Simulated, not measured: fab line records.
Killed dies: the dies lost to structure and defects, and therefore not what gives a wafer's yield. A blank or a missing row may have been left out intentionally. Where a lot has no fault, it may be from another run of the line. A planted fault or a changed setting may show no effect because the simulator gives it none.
fab line records	flow sfqLine
record lots=12	wafers=36	lastDay=92
route steps=325 shown I4@164
lots untouched by any fault: they come from a run of this same line in which no faults occurred
startH: hours from the record's opening day to when the first of the lot's shown wafers began	waitH: how many hours have passed since the lot's step before this one	" unchanged from the row above	L1.1+2: a single row standing in for several wafers	- either no value or no given start	* or withheld: withheld	< > ~ a bound
route shown NAME@n: names a module that has steps shown in the file, with the first one's number in the route	usual: mean/standard deviation of fault-free wafers	same: alike in all rows	chamber/n: place in a boat	sites: readings site by site	_std_site: the values' standard deviation	_edge_site: the outer-site mean with the inner-site mean subtracted	radiusMm: for every site, how far away it sits from the centre of the wafer	mask NAME#n: copy n	behind: tool/chamber where the wafer was last shaped	hold: what put the lot on hold/how long, in hours/how the hold closed	device: the transistor (n, p or np) that didn't switch	end of line: the route-end tests of the same wafers	a step with no rows: only its recipe	killed: count of dies lost to structure and defects at first sort (not the wafer's yield)	map: shows each die of a wafer: x if killed, . if not, _ if none is there
set.NAME: the setting that was run; set.NAME@STEP: the one run at that earlier step	model.NAME: the simulator's own value behind a step, which no gauge read
the route's steps for a sample of lots (tables are steps, rows are wafers)
services: the hour from which a tool's chamber was out of use, counted from the record's first day as startH (under 0 if before that day), plus the number of hours and why
## steps
# step SFQ_TRILAYER_I4_CMP_CMP_100
# recipe material=SiO2	downForcePsi=3	platenRpm=60	padVelocityMS=0.94248
# usual edgeZonePressureFrac=1.000/0.0047	headPressurePsi=3.001/0.007	motorCurrentA=10.4/1.4	timeToEndpointS=213/7.6
lot.wafer	tool	chamber	startH	waitH	edgeZonePressureFrac	headPressurePsi	motorCurrentA	timeToEndpointS
L433.3	cmp-01	1	1185.30	10.4	1.005	2.996	10.9	212
L433.1	"	2	"	"	1.005	3.003	10.0	209
L433.6	"	1	1187.30	12.4	1.000	3.003	11.1	217
L434.4	cmp-01	3	1187.80	10.5	1.001	2.993	9.9	202
L434.2	"	0	"	"	0.997	3.002	9.5	204
L434.3	"	1	"	"	1.003	3.005	10.7	225
L435.2	cmp-02	0	1189.49	10.9	0.993	2.998	9.1	206
L435.3	"	3	1190.99	12.4	0.994	2.992	10.3	209
L435.5	"	0	"	"	1.004	2.995	8.6	228
L436.3	cmp-01	2	1190.80	11.0	0.995	2.999	8.9	218
L436.4	"	3	"	"	0.992	2.991	9.5	209
L436.6	"	2	1192.80	12.9	0.998	3.002	9.5	227
L437.1	cmp-02	1	1193.49	12.5	1.011	3.008	13.2	210
L437.2	"	2	"	"	0.999	3.013	10.1	218
L437.5	"	0	1194.99	13.9	1.003	3.007	8.6	211
L438.2	cmp-01	1	1220.80	8.7	1.000	3.004	10.9	223
L438.1	"	0	1222.30	10.2	1.002	3.000	9.8	209
L438.6	"	2	1223.30	11.1	0.998	2.999	10.3	222
L441.3	cmp-01	1	1460.92	0.5	0.991	2.999	11.3	218
L441.1	"	2	"	"	0.999	3.010	9.6	218
L441.4	"	3	"	"	1.007	2.985	9.2	214
L442.3	cmp-02	1	1461.62	0.0	1.005	2.987	13.4	217
L442.4	"	3	1462.62	1.0	1.000	3.015	10.4	216
L442.5	"	2	1464.12	2.5	1.012	2.993	10.4	251
L444.2	cmp-02	3	1468.12	0.5	1.007	3.006	10.8	208
L444.3	"	1	1469.12	1.5	0.995	2.996	13.7	215
L444.6	"	2	"	"	1.002	2.991	10.1	264
L450.3	cmp-01	0	1481.96	1.2	0.999	2.979	9.9	199
L450.1	"	2	1482.96	2.2	1.002	3.003	9.5	204
L450.6	"	0	1483.96	3.1	0.999	2.998	9.4	204
L451.1	cmp-01	0	1484.46	0.5	0.997	2.999	10.0	191
L451.3	"	2	1485.46	1.5	1.002	2.995	9.9	207
L451.5	"	0	1486.46	2.5	0.993	3.002	10.3	211
L453.1	cmp-01	0	1488.52	0.5	1.004	3.012	10.3	209
L453.3	"	2	1489.52	1.5	0.999	3.003	9.8	215
L453.6	"	3	"	"	1.000	2.989	9.5	205
# step SFQ_I4_BOW_MEAS_927
# recipe mode=bow
# usual I4_BOW=5/9.7
lot.wafer	tool	chamber	startH	waitH	I4_BOW[um]
L433.1	filmMetro-02	-	1187.80	1.5	2
L433.3	"	-	"	"	4
L433.6	"	-	"	"	-4
L434.2	filmMetro-02	-	1190.82	2.0	5
L434.3	"	-	"	"	-10
L434.4	"	-	"	"	3
L435.2	filmMetro-04	-	1192.51	2.5	9
L435.3	"	-	"	"	10
L435.5	"	-	"	"	9
L436.3	filmMetro-03	-	1193.84	2.5	-12
L436.4	"	-	"	"	-1
L436.6	"	-	"	"	-6
L437.1	filmMetro-02	-	1195.49	1.5	10
L437.2	"	-	"	"	2
L437.5	"	-	"	"	10
L438.1	filmMetro-03	-	1223.80	1.0	11
L438.2	"	-	"	"	4
L438.6	"	-	"	"	2
L441.1	filmMetro-04	-	1463.42	1.5	13
L441.3	"	-	"	"	3
L441.4	"	-	"	"	7
L442.3	filmMetro-02	-	1464.66	2.5	-6
L442.4	"	-	"	"	1
L442.5	"	-	"	"	6
L442.3	filmMetro-02	-	1465.98	1.3	-
L442.4	"	-	"	"	-
L442.5	"	-	"	"	-
L444.2	filmMetro-04	-	1470.64	2.0	10
L444.3	"	-	"	"	12
L444.6	"	-	"	"	5
L444.2	filmMetro-04	-	1471.96	1.3	-
L444.3	"	-	"	"	-
L444.6	"	-	"	"	-
L450.1	filmMetro-03	-	1484.46	1.0	11
L450.3	"	-	"	"	13
L450.6	"	-	"	"	12
L451.1	filmMetro-03	-	1487.46	2.5	30
L451.3	"	-	"	"	26
L451.5	"	-	"	"	24
L453.1	filmMetro-04	-	1491.02	2.0	9
L453.3	"	-	"	"	10
L453.6	"	-	"	"	1
# step SFQ_TRILAYER_I4_METRO_MEASURE_101
# usual thkNm=199.4/1.1
lot.wafer	tool	chamber	startH	waitH	thkNm
L433.1	filmMetro-02	-	1187.92	0.1	201.0
L433.3	"	-	"	"	200.0
L433.6	"	-	"	"	200.9
L434.2	filmMetro-02	-	1191.12	0.3	200.0
L434.3	"	-	"	"	201.7
L434.4	"	-	"	"	199.1
L435.2	filmMetro-04	-	1192.81	0.3	200.1
L435.3	"	-	"	"	198.7
L435.5	"	-	"	"	199.9
L436.3	filmMetro-03	-	1194.32	0.5	199.7
L436.4	"	-	"	"	198.0
L436.6	"	-	"	"	199.8
L437.1	filmMetro-02	-	1195.61	0.1	200.9
L437.2	"	-	"	"	199.5
L437.5	"	-	"	"	199.8
L438.1	filmMetro-03	-	1223.92	0.1	199.2
L438.2	"	-	"	"	201.6
L438.6	"	-	"	"	200.8
L441.1	filmMetro-04	-	1463.54	0.1	201.3
L441.3	"	-	"	"	198.9
L441.4	"	-	"	"	198.1
L442.3	filmMetro-02	-	1468.43	2.4	200.0
L442.4	"	-	"	"	198.2
L442.5	"	-	"	"	150.0
L442.3	filmMetro-02	-	1469.80	1.2	200.0
L442.4	"	-	"	"	198.2
L442.5	"	-	"	"	149.9
L444.2	filmMetro-04	-	1474.56	2.6	197.9
L444.3	"	-	"	"	200.2
L444.6	"	-	"	"	150.3
L444.2	filmMetro-04	-	1475.93	1.2	197.7
L444.3	"	-	"	"	200.1
L444.6	"	-	"	"	150.4
L450.1	filmMetro-03	-	1484.58	0.1	199.4
L450.3	"	-	"	"	198.1
L450.6	"	-	"	"	198.7
L451.1	filmMetro-03	-	1487.58	0.1	198.8
L451.3	"	-	"	"	199.2
L451.5	"	-	"	"	197.9
L453.1	filmMetro-04	-	1491.14	0.1	197.7
L453.3	"	-	"	"	199.6
L453.6	"	-	"	"	196.8
# step SFQ_TRILAYER_I4_VIA_ETCH_VIA_ETCH_106
# recipe target=SiO2	stopOn=Nb	maskMaterial=PR	taperDeg=20	chemistry=CHF3	targetDepthNm=260	sourceW=500	biasW=80	pressureMtorr=30	timeS=withheld
# usual drypumpMotorCurrentA=5.6/0.46	oesProductAu=0.853/0.0054
lot.wafer	tool	chamber	startH	waitH	drypumpMotorCurrentA	oesProductAu
L433.1	rieDiel-04	0	1193.27	0.0	5.7	0.853
L433.3	"	2	"	"	5.3	0.850
L433.6	"	2	"	"	5.3	0.858
L434.2	rieDiel-02	3	1195.67	0.0	5.8	0.853
L434.3	"	1	"	"	5.0	0.862
L434.4	"	0	"	"	5.5	0.849
L435.2	rieDiel-02	3	1305.61	0.0	5.8	0.858
L435.3	"	0	"	"	5.5	0.846
L435.5	"	3	"	"	5.8	0.853
L436.3	rieDiel-01	2	1306.81	0.0	6.9	0.848
L436.4	"	3	"	"	5.3	0.851
L436.6	"	2	"	"	6.8	0.858
L437.1	rieDiel-01	1	1310.41	0.0	5.5	0.858
L437.2	"	2	"	"	6.9	0.847
L437.5	"	0	"	"	5.7	0.851
L438.1	rieDiel-04	0	1333.21	0.0	5.7	0.847
L438.2	"	2	"	"	5.3	0.862
L438.6	"	3	"	"	6.1	0.860
L441.1	rieDiel-01	2	1467.20	0.0	6.8	0.855
L441.3	"	0	"	"	5.7	0.850
L441.4	"	3	"	"	5.3	0.850
L442.3	rieDiel-04	3	1479.96	0.0	6.1	0.854
L442.4	"	2	"	"	5.3	0.848
L442.5	"	0	"	"	5.7	0.727
L444.2	rieDiel-04	1	1483.47	0.0	5.4	0.848
L444.3	"	2	"	"	5.3	0.859
L444.6	"	0	"	"	5.7	0.744
L450.1	rieDiel-02	1	1494.77	0.0	5.0	0.854
L450.3	"	0	"	"	5.5	0.842
L450.6	"	3	"	"	5.8	0.854
L451.1	rieDiel-02	1	1499.57	0.0	5.0	0.857
L451.3	"	3	"	"	5.8	0.847
L451.5	"	1	"	"	5.0	0.853
L453.1	rieDiel-04	1	1505.57	0.0	5.4	0.847
L453.3	"	2	"	"	5.3	0.857
L453.6	"	1	"	"	5.4	0.840
## services
tool	chamber	startH	hours	kind
filmMetro-02	-	1167.52	0.9	pm
rieDiel-04	0	1169.33	4.0	repair
filmMetro-04	-	1179.14	1.1	pm
filmMetro-02	-	1184.21	0.4	pm
rieDiel-04	2	1203.09	1.5	repair
cmp-01	-	1229.80	6.1	pm
filmMetro-04	-	1231.54	1.3	pm
filmMetro-04	-	1234.06	0.9	pm
filmMetro-02	-	1256.59	3.5	repair
cmp-01	-	1259.93	4.0	pm
cmp-01	-	1275.06	1.0	repair
cmp-01	-	1300.11	7.6	pm
filmMetro-02	-	1352.34	1.3	pm
filmMetro-02	-	1355.10	0.5	pm
rieDiel-04	3	1360.64	6.1	repair
filmMetro-04	-	1379.45	0.7	pm
cmp-01	-	1386.71	0.4	repair
rieDiel-04	-	1393.45	11.6	repair
cmp-01	-	1404.19	8.9	pm
filmMetro-02	-	1412.38	0.6	pm
filmMetro-04	-	1424.14	0.5	pm
filmMetro-02	-	1429.21	0.9	pm
cmp-01	-	1451.38	1.2	repair
cmp-01	-	1455.83	0.2	repair
## key
firstSign step=SFQ_TRILAYER_I4_CMP_CMP_100	reading=timeToEndpointS	direction=up	sigmas=5.9	usual=*	struck=*
effect step=SFQ_I4_BOW_MEAS_927	reading=visit	direction=added
effect step=SFQ_TRILAYER_I4_METRO_MEASURE_101	reading=visit	direction=added
effect step=SFQ_TRILAYER_I4_METRO_MEASURE_101	reading=thkNm	direction=down	sigmas=45	usual=199.4	struck=150.1
effect step=SFQ_TRILAYER_I4_VIA_ETCH_VIA_ETCH_106	reading=oesProductAu	direction=down	sigmas=22	usual=0.853	struck=0.736
metAt SFQ_TRILAYER_I4_CMP_CMP_100
struckLots L442,L444
struckWafers L442.5,L444.6
onsetBetween 1193.49 1461.62
fault kind=processParameterDrift	tool=cmp-02	chamber=2	onsetH=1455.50	steps=SFQ_TRILAYER_I4_CMP_CMP_100	channel=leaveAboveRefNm	offset=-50	shape=step	endH=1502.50	actsIn=theseRecipesOnly	stated=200
